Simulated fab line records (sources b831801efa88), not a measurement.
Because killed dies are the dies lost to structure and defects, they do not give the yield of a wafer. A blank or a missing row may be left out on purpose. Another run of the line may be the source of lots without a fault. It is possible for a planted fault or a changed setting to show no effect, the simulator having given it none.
A lot that was struck, set against a sound lot :: flow sky130 :: 17 out of 708 route steps
Sound: these wafers, L977.3, L977.4, L977.5. Wafers L960.2, L960.4, L960.6 were the ones struck. The cause is named last.
Order at every step that has rows: each side's tool, ch and its chambers, its first start. Under that, the readings that differ: sound wafers :: struck wafers :: difference of the means :: sigmas: that difference in standard deviations of wafers without a fault.
alike: readings with means less than 2 such deviations apart, plus words and numbers identical on both sides. not compared: withheld readings, readings lacking a value on some wafer, bounds such as >300 that could conceal the same value, and numbers that have no deviation in the record and whose values overlap.
Wherever a step has rows on one side only, a row that says differs or no value, or a row with sigmas, the two part there. Numbers that have no deviation but don't overlap get no sigmas and don't part them. Lack of a reading on every wafer of one side parts them only where that side has two or more wafers.

SKY_VT_ADJUST_HVTR_OVL_MEAS_08:
  struck on overlay-02, day 10 07:46; sound on overlay-01, day 15 08:38
  alike: VT_ADJUST_HVTR_OVL
after that, 1 step had no rows for these wafers: SKY_VT_ADJUST_HVTR_IMPLANT_09.
SKY_VT_ADJUST_HVTR_STRIP_10: strips in O2/N2.
  sound on plasma_asher-03 ch 0,1, day 15 08:50; struck on plasma_asher-01 ch 0,1, day 10 07:57
  alike: drypump_motor_current_A, oes_product_au, strip_time_to_endpoint_s
  not compared: rf_hours_counter_h
SKY_VT_ADJUST_HVTR_TW_MEAS_11:
  struck on film_metro-01, day 10 08:04; sound on film_metro-02, day 15 08:55
  alike: VT_ADJUST_HVTR_TW
then, 7 steps without rows for these wafers: SKY_VT_ADJUST_PCH_DEHYDRATE_00 (time 60 s); SKY_VT_ADJUST_PCH_HMDS_01 (prime time 60 s); SKY_VT_ADJUST_PCH_COAT_02 (resist thk 3000 nm); SKY_VT_ADJUST_PCH_SOFTBAKE_03; SKY_VT_ADJUST_PCH_EXPOSE_04 (exposes mask NWM, target cd 840 nm); SKY_VT_ADJUST_PCH_PEB_05; SKY_VT_ADJUST_PCH_DEVELOP_06 (develop time 60 s).
SKY_VT_ADJUST_PCH_OVL_MEAS_07:
  struck on overlay-01, day 11 04:21; sound on overlay-01, day 16 12:15
  alike: VT_ADJUST_PCH_OVL
SKY_VT_ADJUST_PCH_IMPLANT_08:
  sound on implanter-02 ch 0, day 16 12:20; struck on implanter-03 ch 0, day 11 04:43
SKY_VT_ADJUST_PCH_STRIP_09: strips in O2/N2.
  sound on plasma_asher-02 ch 0,1, day 16 12:28; struck on plasma_asher-01 ch 0,1, day 11 04:50
  alike: drypump_motor_current_A, oes_product_au, strip_time_to_endpoint_s
  not compared: rf_hours_counter_h
SKY_VT_ADJUST_PCH_TW_MEAS_10:
  struck on film_metro-02, day 11 05:12; sound on film_metro-02, day 16 12:33
reading: VT_ADJUST_PCH_TW
sound: 143.9 144.3 144.7
struck: 174.6 172.7 173.5
difference: +29.3
sigmas: +20
then, 1 step without rows for these wafers: SKY_SONOS_TUNNEL_DEHYDRATE_00 (time 60 s).
-- a jump in the record: the struck wafers' starts before and after are 35 days apart (it breaks off in module SONOS_TUNNEL and resumes in module PAD_OPEN, where the first step shown is number 708 of the route) --
SKY_PAD_OPEN_PROBE_99:
  struck on prober-02, day 45 23:46; sound on prober-01, day 50 04:28
reading: model.etest.nfet_16v.r_on_ohm_um
sound: 1.382e+04 1.381e+04 1.377e+04
struck: 1.503e+04 1.487e+04 1.491e+04
difference: +1.137e+03
sigmas: 

reading: model.etest.pfet_g5v0d10v5.r_on_ohm_um
sound: 4799 4842 4829
struck: 4548 4482 4509
difference: -310
sigmas: 

reading: model.etest.tip_p.rs_ohm_sq
sound: 6818 6809 6878
struck: 6799 6747 6741
difference: -73
sigmas: 

reading: model.etest.pfet_g5v0d10v5.drive_ua_um
sound: 335 330.4 330.6
struck: 365.7 363.9 364.5
difference: +32.7
sigmas: 

reading: model.etest.pfet_01v8_lvt.drive_ua_um
sound: 170.2 168.5 168.7
struck: 189.8 193.3 191.8
difference: +22.5
sigmas: 

reading: model.etest.pfet_01v8.drive_ua_um
sound: 195.2 197.1 194.6
struck: 202.2 210.4 208.6
difference: +11.4
sigmas: 

reading: model.etest.pfet_16v.drive_ua_um
sound: 232.2 236.1 237.3
struck: 258.6 256.8 254.9
difference: +21.6
sigmas: 

reading: model.etest.pfet_01v8_mvt.drive_ua_um
sound: 153.8 152.6 152.4
struck: 161.5 164 166.7
difference: +11.1
sigmas: 
  alike: killed_at_M0_to_M3, killed_at_M4_up, killed_at_contacts, killed_at_front_end, killed_at_other, killed_dies, killed_open, killed_short

== WHERE THEY PART ==
Only at SKY_VT_ADJUST_PCH_TW_MEAS_10, as far as this record shows. Later steps at which nothing parts them and some readings are alike: SKY_PAD_OPEN_PROBE_99.

WHY: the cause the simulator had injected
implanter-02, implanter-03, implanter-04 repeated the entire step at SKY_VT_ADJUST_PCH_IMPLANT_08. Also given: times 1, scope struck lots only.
